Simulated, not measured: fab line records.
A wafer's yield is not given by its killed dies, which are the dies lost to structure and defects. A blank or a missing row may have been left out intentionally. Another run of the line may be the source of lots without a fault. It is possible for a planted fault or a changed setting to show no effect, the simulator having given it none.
The tool behind it: which one?	flow sky130	Sampling: 13 lots, 39 wafers, 4 of 708 route steps

## WHAT THE GAUGES READ, wafer by wafer
SKY_LDD_P_OVL_MEAS_08.
lot	measured	on	LDD_P_OVL (nm)
L101	day 18 18:53	overlay-01	-3.3 -2.3 -1.7
L102	day 18 21:26	overlay-02	1.4 1.8 2.0
L103	day 19 18:27	overlay-02	-2.5 -3.0 -0.7
L104	day 19 18:38	overlay-02	-2.0 -0.3 -2.7
L106	day 20 13:52	overlay-02	1.0 -0.1 -0.9
L107	day 21 01:38	overlay-02	1.3 2.1 1.5
L108	day 21 11:06	overlay-01	0.5 0.9 0.4
L110	day 23 10:55	overlay-02	-1.7 -0.5 -0.3
L113	day 24 10:53	overlay-01	-0.9 -1.5 -1.8
L115	day 24 15:50	overlay-02	1.1 -0.4 0.8
L119	day 25 07:02	overlay-02	-0.5 -0.3 0.4
L122	day 26 19:53	overlay-01	-1.4 -0.4 -2.0
L124	day 27 02:26	overlay-01	-0.7 -0.9 -1.0

SKY_SPACER_THK_MEAS_01.
lot	measured	on	SPACER_CVD_00_THK (nm)
L101	day 22 18:07	film-metro-01	43.4 42.8 43.2
L102	day 22 19:20	film-metro-01	44.0 44.0 44.2
L103	day 23 14:01	film-metro-03	43.5 43.2 43.4
L104	day 23 16:34	film-metro-02	43.3 43.1 43.2
L106	day 24 10:36	film-metro-02	43.2 43.2 43.4
L107	day 24 22:19	film-metro-02	43.1 43.1 43.2
L108	day 25 12:13	film-metro-02	42.4 42.2 42.8
L110	day 27 08:32	film-metro-01	43.2 43.3 43.2
L113	day 28 06:35	film-metro-03	43.2 43.1 43.4
L115	day 28 09:59	film-metro-01	43.8 43.2 43.2
L119	day 29 01:11	film-metro-03	43.5 43.8 43.5
L122	day 30 12:41	film-metro-02	42.5 42.8 42.6
L124	day 30 19:14	film-metro-01	43.3 43.3 43.4

## WHICH TOOL RAN EACH LOT (tool, then ch and the chambers of the sampled wafers, then the start)
lot	SKY_LDD_HVP_IMPLANT_08	SKY_LDD_LDN_STRIP_12
L101	implanter-03 ch 0, day 21 08:47	plasma-asher-01 ch 0,1, day 22 16:08
L102	implanter-03 ch 0, day 21 10:56	plasma-asher-01 ch 0,1, day 22 17:53
L103	implanter-04 ch 0, day 22 06:05	plasma-asher-03 ch 0,1, day 23 12:35
L104	implanter-03 ch 0, day 22 06:29	plasma-asher-01 ch 0,1, day 23 13:23
L106	implanter-04 ch 0, day 23 02:35	plasma-asher-03 ch 1, day 24 09:11
L107	implanter-04 ch 0, day 23 14:46	plasma-asher-03 ch 0,1, day 24 20:53
L108	implanter-04 ch 0, day 23 23:17	plasma-asher-04 ch 0,1, day 25 05:44
L110	implanter-03 ch 0, day 25 23:16	plasma-asher-04 ch 0,1, day 27 04:43
L113	implanter-04 ch 0, day 26 22:40	plasma-asher-01 ch 0,1, day 28 04:13
L115	implanter-04 ch 0, day 27 02:40	plasma-asher-01 ch 0,1, day 28 07:40
L119	implanter-03 ch 0, day 27 17:01	plasma-asher-04 ch 0,1, day 28 21:53
L122	implanter-03 ch 0, day 29 04:13	plasma-asher-04 ch 0,1, day 30 08:23
L124	implanter-03 ch 0, day 29 10:29	plasma-asher-03 ch 0,1, day 30 14:59
- SKY_LDD_HVP_IMPLANT_08
- SKY_LDD_LDN_STRIP_12: strips in O2/N2.

## AS READ BY THE TOOLS THEMSELVES (means over the sampled wafers that have a number; for cases with no such wafer, the mark the record gives instead)
SKY_LDD_HVP_IMPLANT_08.
lot	tool	dose-ions-cm2
L101	implanter-03	1.7021e+13
L102	implanter-03	1.6974e+13
L103	implanter-04	1.7014e+13
L104	implanter-03	1.7017e+13
L106	implanter-04	1.6992e+13
L107	implanter-04	1.6999e+13
L108	implanter-04	1.6986e+13
L110	implanter-03	1.7003e+13
L113	implanter-04	1.6699e+13
L115	implanter-04	1.6701e+13
L119	implanter-03	1.7018e+13
L122	implanter-03	1.7009e+13
L124	implanter-03	1.6967e+13

SKY_LDD_LDN_STRIP_12.
lot	tool	drypump-motor-current-A (A)	oes-product-au (a.u.)	strip-time-to-endpoint-s (s)
L101	plasma-asher-01	5.4	0.716	14.22
L102	plasma-asher-01	5.4	0.711	14.19
L103	plasma-asher-03	6.0	0.715	14.19
L104	plasma-asher-01	5.3	0.713	14.21
L106	plasma-asher-03	5.9	0.718	14.19
L107	plasma-asher-03	6.0	0.716	14.11
L108	plasma-asher-04	5.8	0.716	14.15
L110	plasma-asher-04	5.8	0.716	14.13
L113	plasma-asher-01	5.3	0.710	14.13
L115	plasma-asher-01	5.3	0.714	14.19
L119	plasma-asher-04	5.8	0.718	14.14
L122	plasma-asher-04	5.9	0.717	14.17
L124	plasma-asher-03	6.1	0.712	14.20

## THE ANSWER, worked out from the rows above alone
Rule: the usual values come from the lots themselves. The widest of any qualifying gaps counts: lots, ordered by their means at a reading, are off when they make up no more than a third of the lots, leave a main group of 4 or more, and stand apart from it by 3 or more times the standard deviation of that group's means. A main group is skipped when, at the precision printed for the reading in the tables above, its means are all equal. A lot without any number at a reading at which 4 lots or more have one is off too. All remaining lots with rows at the step are treated as sound. The gauges are gone through in route order, then the tools' own readings, and for those a lot's mean is taken as printed above. At the first step where some lot is off, the reading lying furthest off is the one used; lots without a number count as furthest.
Off at SKY_LDD_HVP_IMPLANT_08 (dose-ions-cm2): L113, L115. The main group: mean 1.7000e+13, standard deviation 1.7e+10.
If a tool, at that step or one of the process steps before it, ran each lot that is off and ran no sound lot following the first of them, it fits. One candidate fits, namely implanter-04 at SKY_LDD_HVP_IMPLANT_08. Its last sound lot is L108 (day 23 23:17), its first lot that is off L113 (day 26 22:40): a fault that began between those two fits.
The tool's own readings at SKY_LDD_HVP_IMPLANT_08 bear it out: on the lots that are off they differ by more than 5 times the standard deviation of the sound lots' means. dose-ions-cm2 reads 1.6700e+13 there against 1.7000e+13 on the sound lots.

## WHAT THE SIMULATOR HAD PUT IN
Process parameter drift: implanter-04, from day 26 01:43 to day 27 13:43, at SKY_LDD_HVP_IMPLANT_08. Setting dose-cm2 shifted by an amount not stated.
Shown lots that were struck: L113, L115. The rule given above showed the same thing.
